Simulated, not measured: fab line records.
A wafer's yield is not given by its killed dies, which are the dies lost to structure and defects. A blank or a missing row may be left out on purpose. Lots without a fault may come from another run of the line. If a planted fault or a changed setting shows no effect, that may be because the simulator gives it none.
Shared-tool check    flow gf180mcu    13 lots and 39 wafers in the sample

WHY IT WAS OPENED
At GF_HV_LDD_TW_MEAS_23 the reading HV_LDD_2_TW is flagged on 3 of 13 lots. Fault-free wafers read 1062, with a standard deviation of 13.
Rule: a lot gets a flag if all its wafers with a number sit over 4 standard deviations from that mean, or if no wafer of it has a number. The rest of the lots are taken to be sound.

lot   measured      on             HV_LDD_2_TW, wafer by wafer  flag
L925  day 10 20:11  film-metro-03  1051 1043 1048               
L926  day 11 01:41  film-metro-03  1049 1038 1048               
L928  day 11 22:37  film-metro-02  1326 1331 1315               FLAGGED
L930  day 12 12:48  film-metro-04  1081 1083 1079               
L931  day 12 20:32  film-metro-02  1310 1310 1309               FLAGGED
L937  day 13 23:18  film-metro-04  1352 1358 1353               FLAGGED
L938  day 14 14:25  film-metro-04  1080 1074 1082               
L939  day 14 14:31  film-metro-02  1060 1057 1054               
L940  day 14 23:42  film-metro-02  1064 1058 1061               
L941  day 15 07:37  film-metro-02  1058 1052 1059               
L944  day 16 12:33  film-metro-04  1089 1083 1085               
L946  day 16 21:53  film-metro-02  1057 1057 1055               
L945  day 16 22:32  film-metro-02  1059 1062 1059               
Average over the flagged lots: 1329; offset from the usual +267, equal to +21 standard deviations.

LOT BY LOT: THE TOOL USED
The record holds 1 process step before the reading, out of a route of 602 steps. Read each cell as the tool, then ch plus the chambers that the sampled wafers visited, then the start.
lot   flag     GF_HV_LDD_IMPLANT_21
L925           implanter-04 ch 0, day 10 19:56
L926           implanter-04 ch 0, day 11 01:26
L928  FLAGGED  implanter-01 ch 0, day 11 21:50
L930           implanter-01 ch 0, day 12 12:34
L931  FLAGGED  implanter-01 ch 0, day 12 19:59
L937  FLAGGED  implanter-01 ch 0, day 13 22:44
L938           implanter-04 ch 0, day 14 14:10
L939           implanter-01 ch 0, day 14 14:16
L940           implanter-04 ch 0, day 14 23:27
L941           implanter-01 ch 0, day 15 07:24
L944           implanter-03 ch 0, day 16 12:18
L946           implanter-04 ch 0, day 16 21:38
L945           implanter-03 ch 0, day 16 22:17
What these steps do:
- GF_HV_LDD_IMPLANT_21
- GF_HV_LDD_TW_MEAS_23

FLAGGED AGAINST TOTAL, ONE TOOL AT A TIME (gauges that did the reading follow at the end)
step                  tool           lots run  flagged  share of the flagged lots  sound lots run after its first flagged lot
GF_HV_LDD_IMPLANT_21  implanter-01   6         3        all                        3 (L930,L939,L941)
GF_HV_LDD_IMPLANT_21  implanter-03   2         0        none                       -
GF_HV_LDD_IMPLANT_21  implanter-04   5         0        none                       -
GF_HV_LDD_TW_MEAS_23  film-metro-02  7         2        some                       5 (L939,L940,L941,L946,L945)
GF_HV_LDD_TW_MEAS_23  film-metro-03  2         0        none                       -
GF_HV_LDD_TW_MEAS_23  film-metro-04  4         1        some                       2 (L938,L944)

WHAT THE TABLE ALLOWS
1 row of the table ran every flagged lot: implanter-01 at GF_HV_LDD_IMPLANT_21.
- implanter-01 at GF_HV_LDD_IMPLANT_21: 3 of its 6 lots flagged. After the first flagged lot (L930, L939, L941), sound lots still ran on it; a lasting fault on the whole tool would not permit that.
None of the table's rows ran every flagged lot and, after the first, no sound lot.

WHAT HAD BEEN PUT IN BY THE SIMULATOR
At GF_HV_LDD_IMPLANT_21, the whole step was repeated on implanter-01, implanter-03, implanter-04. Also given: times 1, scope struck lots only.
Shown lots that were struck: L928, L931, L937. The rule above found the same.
